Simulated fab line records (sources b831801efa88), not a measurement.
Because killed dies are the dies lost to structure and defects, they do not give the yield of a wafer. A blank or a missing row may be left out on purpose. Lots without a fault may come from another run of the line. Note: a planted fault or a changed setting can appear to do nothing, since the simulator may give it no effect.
Comparing a struck lot with a sound one -- flow sky130 -- 15 out of 708 route steps
Sound: the wafers L400.1, L400.3, L400.4. Wafers L407.2, L407.3, L407.6 were the ones struck. Last of all comes the cause.
At each step with rows: each side's tool, then ch and its chambers, then its first start. Under that, the readings that differ: sound wafers -- struck wafers -- difference of the means -- sigmas: that difference in standard deviations of wafers without a fault.
alike: readings whose means differ by less than 2 such deviations, and words and numbers that are the same on both sides. not compared: withheld readings, readings that some wafer has no value for, bounds like >300 that may hide the same value, and numbers for which the record gives no deviation and whose values overlap.
The two part at a step that has a row with sigmas, a row that says differs or no value, or rows on one side only. Numbers that have no deviation but don't overlap get no sigmas and don't part them. A reading missing from all wafers of one side parts the sides only when that side holds two or more wafers.

first, 2 steps without rows for these wafers: SKY_POLY_GATE_CLEAN_19 (cleans in SC1/SC2, time 150 s); SKY_POLY_GATE_OXIDATION_20 (stabilise 600 s, purge 300 s, target thk 4 nm).
SKY_POLY_GATE_THK_MEAS_21:
  sound on film_metro-04, day 19 02:33; struck on film_metro-03, day 21 18:43
  alike: POLY_GATE_OXIDATION_THK
SKY_POLY_GATE_CD_MEAS_22:
  sound on cd_sem-02, day 19 02:37; struck on cd_sem-01, day 21 18:47
  alike: cd_nm
then, 7 steps without rows for these wafers: SKY_LDD_N_DEHYDRATE_00 (time 60 s); SKY_LDD_N_HMDS_01 (prime time 60 s); SKY_LDD_N_COAT_02 (resist thk 300 nm); SKY_LDD_N_SOFTBAKE_03 (time 60 s); SKY_LDD_N_EXPOSE_04 (exposes mask NTM, target cd 840 nm); SKY_LDD_N_PEB_05; SKY_LDD_N_DEVELOP_06 (develop time 60 s).
SKY_LDD_N_OVL_MEAS_07:
  sound on overlay-01, day 20 08:59; struck on overlay-01, day 23 01:23
  alike: LDD_N_OVL
SKY_LDD_N_IMPLANT_08:
  sound on implanter-01 ch 0, day 20 09:01; struck on implanter-01 ch 0, day 23 01:26
reading,sound,struck,difference,sigmas
beam_on_s (s),10.11 10.05 9.76,11.07 10.99 11.05,+1.06,+5
end_station_pressure_torr (Torr),5.26e-06 5.21e-06 5e-06,6.922e-05 6.037e-05 6.473e-05,+5.962e-05,+99 or more
faraday_current_uA,416 422 433,368 371 370,-54,-6
after that, 1 step had no rows for these wafers: SKY_LDD_N_IMPLANT_09.
-- a jump in the record: the struck wafers' starts before and after are 26 days apart (it breaks off in module LDD_N and resumes in module PAD_OPEN, where the first step shown is number 708 of the route) --
SKY_PAD_OPEN_PROBE_99:
  sound on prober-01, day 47 11:40; struck on prober-02, day 49 05:17
reading,sound,struck,difference,sigmas
model.etest.tip_n.rs_ohm_sq,440.9 442.9 444,438.7 432.5 437.6,-6.3,
  alike: killed_at_M0_to_M3, killed_at_M4_up, killed_at_contacts, killed_at_front_end, killed_at_other, killed_dies, killed_on_rim, killed_open, killed_short

== WHERE THEY PART ==
Only at SKY_LDD_N_IMPLANT_08, within this record. Later steps at which nothing parts them and some readings are alike: SKY_PAD_OPEN_PROBE_99.

WHY: what had been put in by the simulator
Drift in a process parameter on implanter-01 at SKY_LDD_N_IMPLANT_08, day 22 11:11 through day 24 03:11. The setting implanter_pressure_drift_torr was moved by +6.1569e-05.
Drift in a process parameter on implanter-01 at SKY_LDD_N_IMPLANT_08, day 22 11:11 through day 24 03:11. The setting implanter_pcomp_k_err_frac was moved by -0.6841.
